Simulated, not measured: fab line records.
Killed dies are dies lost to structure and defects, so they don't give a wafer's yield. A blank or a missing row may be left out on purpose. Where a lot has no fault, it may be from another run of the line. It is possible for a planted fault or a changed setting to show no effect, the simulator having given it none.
fab line records	flow sky130
[record] lots = 24	wafers = 72	last-day = 50
route steps=708 shown METAL2@503 VIA2@520 METAL3@534 VIA3@576
lots that met no fault: from a run of the same line without faults
start-h: hours from the record's opening day to when the first of the lot's shown wafers began	wait-h: how many hours have passed since the lot's step before this one	" as in the row above	L1.1+2: a single row standing in for several wafers	- no value, or no start given	* or withheld: withheld	< > ~ a bound
route shown NAME@n: NAME is a module with steps in the file, n the number in the route of the first one	usual: the fault-free wafers' mean and standard deviation	same: alike in all rows	chamber/n: place in a boat	sites: the reading at each site	_std_site: standard deviation of those values	_edge_site: mean of outer sites minus mean of inner sites	radius-mm: how far each site lies from the wafer's centre	mask NAME#n: copy n	behind: the most recent tool/chamber to have shaped the wafer	hold: why the lot went on hold/how many hours it stayed there/how the hold came to an end	device: whichever transistor did not switch (one of n, p or np)	end of line: at the end of the route, the tests of the same wafers	step lacking rows: just its recipe	killed: not the wafer's yield, but the dies lost to structure and defects at the first sort	map: dies across one wafer; x = killed, . = not, _ = none there
set.NAME: the run value of the setting; set.NAME@STEP: its run value at that earlier step	model.NAME: the simulator's own value behind a step, which no gauge read
a sample of lots followed through the steps of the route, with each step as a table and each wafer as a row
services: when a tool's chamber went out of use (start-h, in hours from the record's first day, below 0 if earlier), for how many hours, and the reason
[[steps]]
[step SKY_METAL2_STRIP_20]
[recipe] chemistry = O2/N2	power-w = 1400	pressure-mtorr = 1500	platen-temp-c = withheld	o2-flow-sccm = 3000	n2-flow-sccm = 300	overash-fraction = 0.5
[usual] chamber-pressure-mTorr = 1500.0/1.5	drypump-motor-current-A = 5.48/0.27	oes-product-au = 0.343/0.0052	strip-time-to-endpoint-s = 2.700/0.029
lot.wafer	tool	chamber	start-h	wait-h	chamber-pressure-mTorr	drypump-motor-current-A	oes-product-au	rf-hours-counter-h	strip-time-to-endpoint-s
L074.2	plasma-asher-01	0	819.87	0.1	1502.3	5.07	0.340	97	2.727
L074.5	"	1	"	"	1497.3	5.15	0.340	-	2.744
L074.6	"	0	"	"	1498.2	5.09	0.354	-	2.728
L075.2	plasma-asher-03	0	827.38	0.1	1498.6	5.80	0.336	72	2.718
L075.3	"	1	"	"	1500.0	5.41	0.332	-	2.729
L075.6	"	1	"	"	1498.0	5.42	0.348	-	2.747
L076.1	plasma-asher-01	1	858.44	0.1	1499.1	5.12	0.344	101	2.695
L076.3	"	0	"	"	1501.0	5.07	0.345	-	2.691
L076.6	"	0	"	"	1498.9	5.09	0.343	-	2.664
L077.2	plasma-asher-03	0	860.54	0.1	1499.5	5.85	0.346	76	2.690
L077.4	"	0	"	"	1503.1	5.80	0.339	-	2.729
L077.5	"	1	"	"	1502.8	5.43	0.341	-	2.713
L079.1	plasma-asher-04	1	863.35	0.1	1499.8	5.58	0.338	12	2.658
L079.2	"	0	"	"	1502.3	5.74	0.334	12	2.648
L079.4	"	0	"	"	1497.3	5.72	0.342	-	2.654
L078.1	plasma-asher-03	1	863.99	0.1	1499.1	5.41	0.347	76	2.709
L078.2	"	0	"	"	1499.2	5.79	0.341	76	2.681
L078.4	"	0	"	"	1501.2	5.83	0.342	-	2.649
L080.1	plasma-asher-04	0	864.34	0.1	1501.9	5.75	0.341	12	2.725
L080.2	"	1	"	"	1500.0	5.57	0.340	12	2.739
L080.5	"	0	"	"	1499.7	5.75	0.336	-	2.729
L081.1	plasma-asher-03	0	869.75	0.1	1500.9	5.80	0.350	77	2.742
L081.3	"	1	"	"	1499.2	5.42	0.354	-	2.750
L081.4	"	0	"	"	1500.0	5.79	0.347	-	2.723
L082.1	plasma-asher-01	0	884.64	0.1	1500.4	5.08	0.344	104	2.722
L082.5	"	1	"	"	1501.1	5.17	0.341	-	2.692
L082.6	"	0	"	"	1499.7	5.09	0.342	-	2.706
L083.2	plasma-asher-04	1	889.01	0.1	1498.1	5.58	0.339	14	2.634
L083.5	"	0	"	"	1499.5	5.72	0.343	-	2.624
L083.6	"	1	"	"	1498.5	5.54	0.343	-	2.649
L085.4	plasma-asher-03	1	900.17	0.1	1500.1	5.40	0.341	-	2.663
L085.5	"	1	"	"	1500.5	5.41	0.352	-	2.707
L085.6	"	0	"	"	1500.2	5.80	0.344	-	2.671
L084.1	plasma-asher-03	1	901.16	0.1	1500.6	5.41	0.341	80	2.671
L084.4	"	0	"	"	1501.1	5.78	0.343	-	2.707
L084.5	"	0	"	"	1500.9	5.80	0.341	-	2.726
L086.1	plasma-asher-04	1	913.46	0.1	1502.1	5.59	0.338	17	2.692
L086.3	"	0	"	"	1500.4	5.71	0.347	-	2.732
L086.4	"	1	"	"	1500.5	5.51	0.332	-	2.693
L089.2	plasma-asher-01	0	943.76	0.1	1499.8	5.09	0.339	109	2.703
L089.3	"	0	"	"	1498.9	5.09	0.338	-	2.699
L089.4	"	1	"	"	1500.0	5.15	0.342	-	2.699
L087.1	plasma-asher-03	0	944.75	0.1	1497.4	5.78	0.348	84	2.723
L087.3	"	1	"	"	1499.1	5.44	0.344	-	2.667
L087.4	"	0	"	"	1499.8	5.76	0.343	-	2.706
L088.3	plasma-asher-01	0	945.14	0.1	1498.7	5.09	0.352	-	2.719
L088.4	"	1	"	"	1498.9	5.16	0.344	-	2.703
L088.5	"	1	"	"	1498.0	5.14	0.350	-	2.723
L090.2	plasma-asher-04	1	946.69	0.1	1499.4	5.57	0.340	20	2.655
L090.3	"	1	"	"	1500.8	5.58	0.342	-	2.659
L090.4	"	0	"	"	1497.7	5.72	0.347	-	2.690
L091.4	plasma-asher-04	1	948.23	0.1	1499.6	5.53	0.343	-	2.673
L091.5	"	0	"	"	1498.0	5.72	0.335	-	2.703
L091.6	"	1	"	"	1499.2	5.57	0.338	-	2.708
L092.3	plasma-asher-04	0	950.69	0.1	1498.6	5.73	0.349	-	2.744
L092.4	"	1	"	"	1498.7	5.58	0.340	-	2.689
L092.6	"	1	"	"	1498.7	5.57	0.343	-	2.678
L093.3	plasma-asher-01	0	952.99	0.1	1500.3	5.10	0.348	-	2.703
L093.4	"	1	"	"	1499.5	5.15	0.353	-	2.750
L093.5	"	0	"	"	1499.6	5.10	0.343	-	2.725
L094.2	plasma-asher-03	0	967.60	0.1	1499.4	5.79	0.344	86	2.717
L094.3	"	1	"	"	1499.1	5.42	0.353	-	2.720
L094.6	"	1	"	"	1502.3	5.42	0.347	-	2.726
L095.2	plasma-asher-01	1	973.21	0.1	1498.3	5.11	0.351	112	2.737
L095.3	"	1	"	"	1499.5	5.16	0.344	-	2.721
L095.6	"	1	"	"	1501.7	5.12	0.341	-	2.673
L096.4	plasma-asher-03	1	976.74	0.1	1499.6	5.43	0.347	-	2.730
L096.5	"	1	"	"	1503.0	5.41	0.343	-	2.701
L096.6	"	0	"	"	1501.2	5.79	0.344	-	2.700
L097.1	plasma-asher-04	0	979.79	0.1	1498.8	5.75	0.343	24	2.700
L097.3	"	0	"	"	1501.3	5.72	0.336	-	2.708
L097.4	"	1	"	"	1499.4	5.59	0.341	-	2.712
[step SKY_VIA2_OVL_MEAS_13]
[usual] VIA2_OVL = -1/4.8
lot.wafer	tool	chamber	start-h	wait-h	VIA2_OVL[nm]
L074.2	overlay-01	-	847.10	0.1	-5
L074.5	"	-	"	"	-8
L074.6	"	-	"	"	-4
L075.2	overlay-01	-	855.46	0.1	-4
L075.3	"	-	"	"	-1
L075.6	"	-	"	"	-7
L076.1	overlay-01	-	885.84	0.1	-8
L076.3	"	-	"	"	-9
L076.6	"	-	"	"	0
L077.2	overlay-01	-	887.97	0.1	-8
L077.4	"	-	"	"	-4
L077.5	"	-	"	"	-2
L079.1	overlay-01	-	890.96	0.1	-4
L079.2	"	-	"	"	-8
L079.4	"	-	"	"	-5
L078.1	overlay-02	-	891.64	0.1	5
L078.2	"	-	"	"	0
L078.4	"	-	"	"	3
L080.1	overlay-02	-	891.99	0.1	6
L080.2	"	-	"	"	6
L080.5	"	-	"	"	6
L081.1	overlay-02	-	896.54	0.1	0
L081.3	"	-	"	"	-5
L081.4	"	-	"	"	-3
L082.1	overlay-01	-	911.14	0.1	3
L082.5	"	-	"	"	5
L082.6	"	-	"	"	0
L083.2	overlay-01	-	915.12	0.1	4
L083.5	"	-	"	"	-3
L083.6	"	-	"	"	1
L085.4	overlay-01	-	925.13	0.1	4
L085.5	"	-	"	"	-1
L085.6	"	-	"	"	-4
L084.1	overlay-02	-	925.52	0.1	1
L084.4	"	-	"	"	-2
L084.5	"	-	"	"	1
L086.1	overlay-02	-	941.87	0.1	-2
L086.3	"	-	"	"	1
L086.4	"	-	"	"	-4
L089.2	overlay-02	-	969.52	0.1	3
L089.3	"	-	"	"	9
L089.4	"	-	"	"	3
L087.1	overlay-01	-	970.96	0.1	0
L087.3	"	-	"	"	-8
L087.4	"	-	"	"	-6
L088.3	overlay-02	-	971.10	0.1	-2
L088.4	"	-	"	"	1
L088.5	"	-	"	"	-3
L090.2	overlay-02	-	972.63	0.1	4
L090.3	"	-	"	"	-6
L090.4	"	-	"	"	-1
L091.4	overlay-01	-	974.38	0.1	-1
L091.5	"	-	"	"	3
L091.6	"	-	"	"	4
L092.3	overlay-01	-	976.98	0.1	7
L092.4	"	-	"	"	-3
L092.6	"	-	"	"	2
L093.3	overlay-02	-	978.43	0.1	-10
L093.4	"	-	"	"	-8
L093.5	"	-	"	"	-9
L094.2	overlay-01	-	991.93	0.1	-2
L094.3	"	-	"	"	0
L094.6	"	-	"	"	2
L095.2	overlay-02	-	996.83	0.1	-1
L095.3	"	-	"	"	7
L095.6	"	-	"	"	6
L096.4	overlay-02	-	1001.33	0.1	8
L096.5	"	-	"	"	2
L096.6	"	-	"	"	3
L097.1	overlay-01	-	1003.51	0.1	-2
L097.3	"	-	"	"	-3
L097.4	"	-	"	"	5
[step SKY_METAL3_SPUTTER_02]
[recipe] material = AlCu	target-thk-nm = 735	power-w = 10600	time-s = 39.1	chamber-pressure-pa = 0.4
[usual] throttle-valve-pct = 30.4/1
lot.wafer	tool	chamber	start-h	wait-h	throttle-valve-pct
L074.2	pvd-sputter-02	-	848.65	0.0	30.7
L074.5	"	-	"	"	30.5
L074.6	"	-	"	"	31.4
L075.2	pvd-sputter-03	-	859.02	0.0	30.4
L075.3	"	-	"	"	30.5
L075.6	"	-	"	"	30.5
L076.1	pvd-sputter-02	-	887.34	0.0	31.1
L076.3	"	-	"	"	29.5
L076.6	"	-	"	"	31.3
L077.2	pvd-sputter-01	-	889.45	0.0	28.9
L077.4	"	-	"	"	29.0
L077.5	"	-	"	"	29.9
L079.1	pvd-sputter-01	-	892.45	0.0	30.1
L079.2	"	-	"	"	29.3
L079.4	"	-	"	"	28.8
L078.1	pvd-sputter-01	-	893.10	0.0	30.1
L078.2	"	-	"	"	29.1
L078.4	"	-	"	"	28.7
L080.1	pvd-sputter-01	-	893.52	0.0	29.8
L080.2	"	-	"	"	31.3
L080.5	"	-	"	"	28.5
L081.1	pvd-sputter-03	-	898.02	0.0	29.8
L081.3	"	-	"	"	32.5
L081.4	"	-	"	"	30.3
L082.1	pvd-sputter-03	-	916.93	0.0	30.6
L082.5	"	-	"	"	30.5
L082.6	"	-	"	"	29.9
L083.2	pvd-sputter-01	-	918.73	0.0	31.5
L083.5	"	-	"	"	31.4
L083.6	"	-	"	"	28.5
L085.4	pvd-sputter-01	-	926.60	0.0	28.7
L085.5	"	-	"	"	28.7
L085.6	"	-	"	"	31.2
L084.1	pvd-sputter-02	-	927.01	0.0	31.1
L084.4	"	-	"	"	30.5
L084.5	"	-	"	"	31.3
L086.1	pvd-sputter-02	-	943.32	0.0	29.6
L086.3	"	-	"	"	30.6
L086.4	"	-	"	"	31.8
L089.2	pvd-sputter-02	-	971.00	0.0	30.6
L089.3	"	-	"	"	31.1
L089.4	"	-	"	"	31.7
L087.1	pvd-sputter-01	-	972.42	0.0	29.7
L087.3	"	-	"	"	29.2
L087.4	"	-	"	"	28.7
L088.3	pvd-sputter-03	-	972.57	0.0	30.2
L088.4	"	-	"	"	31.9
L088.5	"	-	"	"	32.1
L090.2	pvd-sputter-03	-	974.08	0.0	29.9
L090.3	"	-	"	"	30.4
L090.4	"	-	"	"	30.4
L091.4	pvd-sputter-02	-	975.82	0.0	30.6
L091.5	"	-	"	"	31.3
L091.6	"	-	"	"	30.6
L092.3	pvd-sputter-01	-	978.60	0.0	31.3
L092.4	"	-	"	"	28.5
L092.6	"	-	"	"	28.8
L093.3	pvd-sputter-03	-	980.04	0.0	30.1
L093.4	"	-	"	"	32.3
L093.5	"	-	"	"	30.7
L094.2	pvd-sputter-03	-	993.46	0.0	30.6
L094.3	"	-	"	"	29.8
L094.6	"	-	"	"	32.0
L095.2	pvd-sputter-03	-	998.27	0.0	30.5
L095.3	"	-	"	"	29.9
L095.6	"	-	"	"	32.0
L096.4	pvd-sputter-03	-	1002.77	0.0	29.9
L096.5	"	-	"	"	30.6
L096.6	"	-	"	"	31.9
L097.1	pvd-sputter-03	-	1004.97	0.0	30.4
L097.3	"	-	"	"	30.5
L097.4	"	-	"	"	32.1
[step SKY_METAL3_DESCUM_15]
[recipe] chemistry = O2	source-power-w = 150	bias-power-w = 0	pressure-mtorr = 10	temp-c = 40	time-s = 8
[usual] chamber-pressure-mTorr = 9.999/0.0097	drypump-motor-current-A = 5.4/0.49	oes-product-au = 0.999/0.0067
lot.wafer	tool	chamber	start-h	wait-h	chamber-pressure-mTorr	drypump-motor-current-A	oes-product-au	rf-hours-counter-h
L074.2	rie-metal-04	1	901.17	0.0	10.002	4.9	0.995	11
L074.5	"	1	"	"	10.019	4.9	0.991	-
L074.6	"	0	"	"	10.002	5.1	1.003	-
L075.2	rie-metal-01	1	909.76	0.0	9.998	6.2	1.007	8
L075.3	"	1	"	"	10.007	6.2	0.998	-
L075.6	"	1	"	"	9.988	6.2	0.993	-
L076.1	rie-metal-03	1	937.72	0.0	9.996	5.5	1.003	11
L076.3	"	0	"	"	9.995	6.2	0.986	-
L076.6	"	1	"	"	9.992	5.5	0.998	-
L077.2	rie-metal-04	1	938.55	0.0	10.001	4.9	1.001	12
L077.4	"	0	"	"	10.018	5.1	1.001	-
L077.5	"	1	"	"	9.993	4.9	1.003	-
L079.1	rie-metal-04	1	942.26	0.0	10.006	5.0	0.995	12
L079.2	"	0	"	"	9.988	5.2	1.002	13
L079.4	"	0	"	"	9.998	5.2	0.998	-
L078.1	rie-metal-04	0	943.40	0.0	9.992	5.1	1.002	13
L078.2	"	1	"	"	9.988	5.0	0.990	13
L078.4	"	1	"	"	9.985	4.9	0.996	-
L080.1	rie-metal-03	0	943.69	0.0	10.010	6.2	0.996	8
L080.2	"	1	"	"	10.000	5.5	0.993	12
L080.5	"	1	"	"	9.994	5.5	0.990	-
L081.1	rie-metal-03	1	947.66	0.0	9.997	5.5	1.001	12
L081.3	"	1	"	"	9.992	5.5	1.006	-
L081.4	"	0	"	"	9.990	6.2	0.999	-
L082.1	rie-metal-04	1	966.56	0.0	10.007	5.0	0.998	14
L082.5	"	1	"	"	9.986	5.0	0.991	-
L082.6	"	0	"	"	9.999	5.2	0.998	-
L083.2	rie-metal-04	1	967.77	0.0	9.979	5.0	0.992	14
L083.5	"	0	"	"	10.000	5.1	1.018	-
L083.6	"	1	"	"	10.015	5.0	0.998	-
L085.4	rie-metal-03	1	976.67	0.0	9.995	5.5	1.007	-
L085.5	"	1	"	"	9.988	5.5	0.999	-
L085.6	"	0	"	"	10.010	6.1	1.003	-
L084.1	rie-metal-01	1	977.27	0.0	9.992	6.2	0.995	12
L084.4	"	1	"	"	9.999	6.2	1.016	-
L084.5	"	0	"	"	10.011	5.1	1.001	-
L086.1	rie-metal-01	1	991.67	0.0	9.996	6.2	1.011	12
L086.3	"	0	"	"	9.998	5.1	0.997	-
L086.4	"	1	"	"	10.004	6.2	1.002	-
L089.2	rie-metal-03	1	1017.92	0.0	10.009	5.5	0.982	-
L089.3	"	1	"	"	9.978	5.5	1.007	-
L089.4	"	1	"	"	9.991	5.5	0.991	-
L087.1	rie-metal-03	1	1019.37	0.0	10.001	5.5	1.004	16
L087.3	"	1	"	"	10.009	5.5	1.007	-
L087.4	"	1	"	"	9.996	5.5	0.995	-
L088.3	rie-metal-01	1	1019.72	0.0	10.018	6.2	0.990	-
L088.4	"	0	"	"	10.016	5.1	0.991	-
L088.5	"	0	"	"	10.007	5.1	0.999	-
L090.2	rie-metal-04	1	1020.06	0.0	10.021	5.0	0.998	17
L090.3	"	0	"	"	9.998	5.2	1.007	-
L090.4	"	1	"	"	9.988	5.0	1.001	-
L091.4	rie-metal-01	1	1021.42	0.0	10.008	6.2	0.998	-
L091.5	"	1	"	"	9.995	6.2	0.999	-
L091.6	"	0	"	"	10.001	5.1	1.000	-
L092.3	rie-metal-04	1	1024.33	0.0	10.002	5.0	0.993	-
L092.4	"	0	"	"	9.982	5.1	1.008	-
L092.6	"	1	"	"	10.006	5.0	0.992	-
L093.3	rie-metal-01	1	1025.31	0.0	9.999	6.2	0.998	-
L093.4	"	0	"	"	9.988	5.1	0.994	-
L093.5	"	0	"	"	10.002	5.1	0.994	-
L094.2	rie-metal-04	0	1038.70	0.0	9.983	5.2	0.998	19
L094.3	"	0	"	"	9.996	5.2	0.998	-
L094.6	"	0	"	"	10.014	5.1	0.999	-
L095.2	rie-metal-01	1	1044.20	0.0	9.984	6.2	1.006	15
L095.3	"	0	"	"	10.002	5.1	0.999	-
L095.6	"	0	"	"	9.998	5.1	1.008	-
L096.4	rie-metal-01	1	1048.51	0.0	9.999	6.2	0.987	-
L096.5	"	0	"	"	10.018	5.1	1.005	-
L096.6	"	1	"	"	10.004	6.2	0.996	-
L097.1	rie-metal-01	1	1050.51	0.0	10.003	6.2	0.995	15
L097.3	"	1	"	"	10.009	6.2	0.994	-
L097.4	"	0	"	"	9.995	5.1	1.009	-
[step SKY_METAL3_ETCH_16]
[recipe] chemistry = N2/H2	target = BARC	ion-energy-ev = 205.5	bias-w = 100	pressure-mtorr = 30	n2-flow-sccm = 100	h2-flow-sccm = 200	icp-w = 500	stop-on = SiO2	time-s = 88.2	target-depth-a = 600
[usual] chamber-pressure-mTorr = 29.99/0.03	drypump-motor-current-A = 5.4/0.49	h2-flow-sccm = 200.1/0.6	oes-product-au = 0.626/0.0048	throttle-valve-pct = 13.205/0.0088
lot.wafer	tool	chamber	start-h	wait-h	chamber-pressure-mTorr	drypump-motor-current-A	h2-flow-sccm	oes-product-au	rf-hours-counter-h	throttle-valve-pct
L074.2	rie-metal-04	1	901.20	0.0	30.03	5.0	200.1	0.625	11	13.217
L074.5	"	1	"	"	30.00	5.0	200.8	0.627	-	13.220
L074.6	"	0	"	"	30.00	5.1	200.0	0.634	-	13.198
L075.2	rie-metal-01	1	909.79	0.0	29.95	6.2	199.8	0.626	8	13.201
L075.3	"	1	"	"	30.01	6.2	200.3	0.629	-	13.225
L075.6	"	1	"	"	30.00	6.2	200.1	0.622	-	13.205
L076.1	rie-metal-03	1	937.75	0.0	29.97	5.5	200.8	0.621	11	13.212
L076.3	"	0	"	"	29.99	6.2	199.8	0.631	-	13.192
L076.6	"	1	"	"	29.93	5.5	200.7	0.631	-	13.199
L077.2	rie-metal-04	1	938.58	0.0	29.99	5.0	200.6	0.623	12	13.203
L077.4	"	0	"	"	29.99	5.2	200.2	0.624	-	13.203
L077.5	"	1	"	"	30.03	4.9	200.4	0.624	-	13.207
L079.1	rie-metal-04	1	942.29	0.0	30.01	5.0	200.2	0.628	12	13.215
L079.2	"	0	"	"	29.96	5.2	200.4	0.631	13	13.205
L079.4	"	0	"	"	30.02	5.2	199.8	0.620	-	13.197
L078.1	rie-metal-04	0	943.43	0.0	30.00	5.1	198.9	0.624	13	13.207
L078.2	"	1	"	"	30.03	4.9	199.8	0.629	13	13.202
L078.4	"	1	"	"	30.02	5.0	200.1	0.629	-	13.201
L080.1	rie-metal-03	0	943.73	0.0	30.00	6.1	198.7	0.630	8	13.204
L080.2	"	1	"	"	30.02	5.5	199.6	0.633	12	13.202
L080.5	"	1	"	"	29.95	5.5	200.1	0.628	-	13.210
L081.1	rie-metal-03	1	947.69	0.0	30.00	5.5	200.5	0.627	12	13.215
L081.3	"	1	"	"	30.01	5.5	200.3	0.622	-	13.217
L081.4	"	0	"	"	30.01	6.2	198.8	0.613	-	13.201
L082.1	rie-metal-04	1	966.59	0.0	30.00	5.0	199.7	0.623	14	13.208
L082.5	"	1	"	"	30.02	5.0	198.9	0.630	-	13.189
L082.6	"	0	"	"	29.97	5.2	200.2	0.628	-	13.206
L083.2	rie-metal-04	1	967.80	0.0	29.94	5.0	200.6	0.628	14	13.197
L083.5	"	0	"	"	30.02	5.2	200.0	0.622	-	13.212
L083.6	"	1	"	"	30.04	4.9	200.1	0.628	-	13.208
L085.4	rie-metal-03	1	976.72	0.0	30.00	5.5	201.4	0.634	-	13.207
L085.5	"	1	"	"	29.99	5.5	201.2	0.622	-	13.225
L085.6	"	0	"	"	30.03	6.2	199.6	0.616	-	13.199
L084.1	rie-metal-01	1	977.30	0.0	29.98	6.2	199.0	0.626	12	13.214
L084.4	"	1	"	"	30.00	6.2	200.4	0.628	-	13.199
L084.5	"	0	"	"	30.04	5.1	199.8	0.627	-	13.205
L086.1	rie-metal-01	1	991.70	0.0	29.99	6.2	200.3	0.630	12	13.216
L086.3	"	0	"	"	30.03	5.1	200.2	0.629	-	13.199
L086.4	"	1	"	"	29.93	6.2	201.5	0.628	-	13.206
L089.2	rie-metal-03	1	1018.00	0.1	29.99	5.5	199.6	0.628	-	13.209
L089.3	"	1	"	"	29.96	5.5	199.9	0.625	-	13.208
L089.4	"	1	"	"	29.93	5.5	199.6	0.623	-	13.201
L087.1	rie-metal-03	1	1019.43	0.1	29.98	5.5	201.5	0.632	16	13.201
L087.3	"	1	"	"	29.98	5.5	200.7	0.621	-	13.210
L087.4	"	1	"	"	30.01	5.5	200.5	0.624	-	13.206
L088.3	rie-metal-01	1	1019.77	0.0	29.99	6.2	200.2	0.626	-	13.194
L088.4	"	0	"	"	29.97	5.1	199.6	0.629	-	13.211
L088.5	"	0	"	"	29.99	5.1	199.7	0.630	-	13.195
L090.2	rie-metal-04	1	1020.09	0.0	30.09	5.0	200.7	0.627	17	13.203
L090.3	"	0	"	"	30.00	5.1	199.7	0.622	-	13.216
L090.4	"	1	"	"	29.96	5.0	199.4	0.625	-	13.199
L091.4	rie-metal-01	1	1021.47	0.0	30.04	6.2	199.9	0.624	-	13.202
L091.5	"	1	"	"	29.95	6.2	200.9	0.630	-	13.202
L091.6	"	0	"	"	30.01	5.1	199.6	0.623	-	13.188
L092.3	rie-metal-04	1	1024.38	0.0	29.99	5.0	200.1	0.624	-	13.212
L092.4	"	0	"	"	29.99	5.2	200.5	0.626	-	13.205
L092.6	"	1	"	"	30.02	5.0	200.4	0.632	-	13.222
L093.3	rie-metal-01	1	1025.36	0.0	29.94	6.2	201.3	0.631	-	13.199
L093.4	"	0	"	"	30.04	5.1	200.5	0.622	-	13.204
L093.5	"	0	"	"	29.98	5.1	200.0	0.632	-	13.207
L094.2	rie-metal-04	0	1038.73	0.0	29.94	5.1	199.3	0.631	19	13.213
L094.3	"	0	"	"	30.00	5.1	199.6	0.624	-	13.196
L094.6	"	0	"	"	29.99	5.1	199.4	0.632	-	13.186
L095.2	rie-metal-01	1	1044.23	0.0	30.01	6.2	200.4	0.621	15	13.201
L095.3	"	0	"	"	30.01	5.1	200.8	0.618	-	13.198
L095.6	"	0	"	"	29.98	5.1	200.0	0.629	-	13.203
L096.4	rie-metal-01	1	1048.56	0.0	30.00	6.2	199.7	0.632	-	13.190
L096.5	"	0	"	"	30.03	5.1	200.6	0.635	-	13.208
L096.6	"	1	"	"	30.01	6.2	199.5	0.629	-	13.196
L097.1	rie-metal-01	1	1050.54	0.0	30.01	6.2	200.9	0.626	15	13.203
L097.3	"	1	"	"	30.04	6.2	200.6	0.622	-	13.206
L097.4	"	0	"	"	30.03	5.1	200.3	0.630	-	13.195
[step SKY_VIA3_BOW_MEAS_03]
[recipe] mode = bow
[usual] VIA3_BOW = 79/8.4
lot.wafer	tool	chamber	start-h	wait-h	VIA3_BOW[um]
L074.2	film-metro-03	-	902.68	0.1	83
L074.5	"	-	"	"	92
L074.6	"	-	"	"	79
L075.2	film-metro-02	-	911.23	0.2	79
L075.3	"	-	"	"	79
L075.6	"	-	"	"	85
L076.1	film-metro-01	-	939.16	0.2	76
L076.3	"	-	"	"	72
L076.6	"	-	"	"	65
L077.2	film-metro-03	-	940.01	0.1	95
L077.4	"	-	"	"	83
L077.5	"	-	"	"	87
L079.1	film-metro-03	-	943.76	0.1	82
L079.2	"	-	"	"	84
L079.4	"	-	"	"	83
L078.1	film-metro-02	-	945.19	0.1	75
L078.2	"	-	"	"	83
L078.4	"	-	"	"	75
L080.1	film-metro-01	-	945.28	0.1	88
L080.2	"	-	"	"	72
L080.5	"	-	"	"	76
L081.1	film-metro-01	-	949.10	0.1	82
L081.3	"	-	"	"	84
L081.4	"	-	"	"	78
L082.1	film-metro-01	-	968.01	0.2	79
L082.5	"	-	"	"	85
L082.6	"	-	"	"	79
L083.2	film-metro-02	-	969.23	0.1	82
L083.5	"	-	"	"	86
L083.6	"	-	"	"	70
L085.4	film-metro-03	-	978.26	0.3	68
L085.5	"	-	"	"	64
L085.6	"	-	"	"	66
L084.1	film-metro-02	-	979.15	0.2	71
L084.4	"	-	"	"	81
L084.5	"	-	"	"	98
L086.1	film-metro-01	-	993.11	0.2	75
L086.3	"	-	"	"	72
L086.4	"	-	"	"	70
L089.2	film-metro-01	-	1019.50	0.2	81
L089.3	"	-	"	"	79
L089.4	"	-	"	"	82
L087.1	film-metro-01	-	1020.94	0.2	83
L087.3	"	-	"	"	78
L087.4	"	-	"	"	80
L088.3	film-metro-03	-	1021.43	0.1	86
L088.4	"	-	"	"	73
L088.5	"	-	"	"	83
L090.2	film-metro-02	-	1021.52	0.2	82
L090.3	"	-	"	"	86
L090.4	"	-	"	"	92
L091.4	film-metro-02	-	1023.03	0.2	76
L091.5	"	-	"	"	87
L091.6	"	-	"	"	74
L092.3	film-metro-02	-	1026.02	0.1	60
L092.4	"	-	"	"	71
L092.6	"	-	"	"	69
L093.3	film-metro-02	-	1027.12	0.3	79
L093.4	"	-	"	"	87
L093.5	"	-	"	"	76
L094.2	film-metro-02	-	1040.17	0.3	76
L094.3	"	-	"	"	96
L094.6	"	-	"	"	92
L095.2	film-metro-02	-	1045.72	0.2	84
L095.3	"	-	"	"	87
L095.6	"	-	"	"	85
L096.4	film-metro-02	-	1050.01	0.3	82
L096.5	"	-	"	"	88
L096.6	"	-	"	"	81
L097.1	film-metro-02	-	1052.04	0.2	85
L097.3	"	-	"	"	69
L097.4	"	-	"	"	87
[[services]]
tool	chamber	start-h	hours	kind
rie-metal-01	0	802.82	-	clean
rie-metal-01	0	802.82	22.9	scheduled-down
rie-metal-01	0	802.82	22.9	vent-cycle
rie-metal-04	0	812.80	5.4	repair
rie-metal-03	1	816.78	10.1	repair
plasma-asher-01	-	837.53	0.8	repair
rie-metal-01	1	839.60	2.5	repair
rie-metal-03	1	869.24	9.3	repair
rie-metal-04	-	873.23	0.8	repair
plasma-asher-04	-	883.69	1.8	repair
rie-metal-04	0	905.00	5.9	repair
pvd-sputter-02	-	905.93	6.7	repair
pvd-sputter-02	-	907.84	5.2	repair
pvd-sputter-02	-	914.69	4.2	repair
rie-metal-03	-	928.86	1.6	repair
plasma-asher-04	-	938.07	1.4	repair
rie-metal-01	-	946.25	0.2	repair
pvd-sputter-01	-	946.54	2.2	repair
rie-metal-01	0	970.40	2.9	repair
pvd-sputter-02	-	980.54	13.6	repair
rie-metal-01	0	1010.27	1.1	repair
rie-metal-03	0	1015.24	11.5	repair
rie-metal-04	0	1043.19	1.6	repair
plasma-asher-01	-	1045.88	0.9	repair
[[key]]
fault none
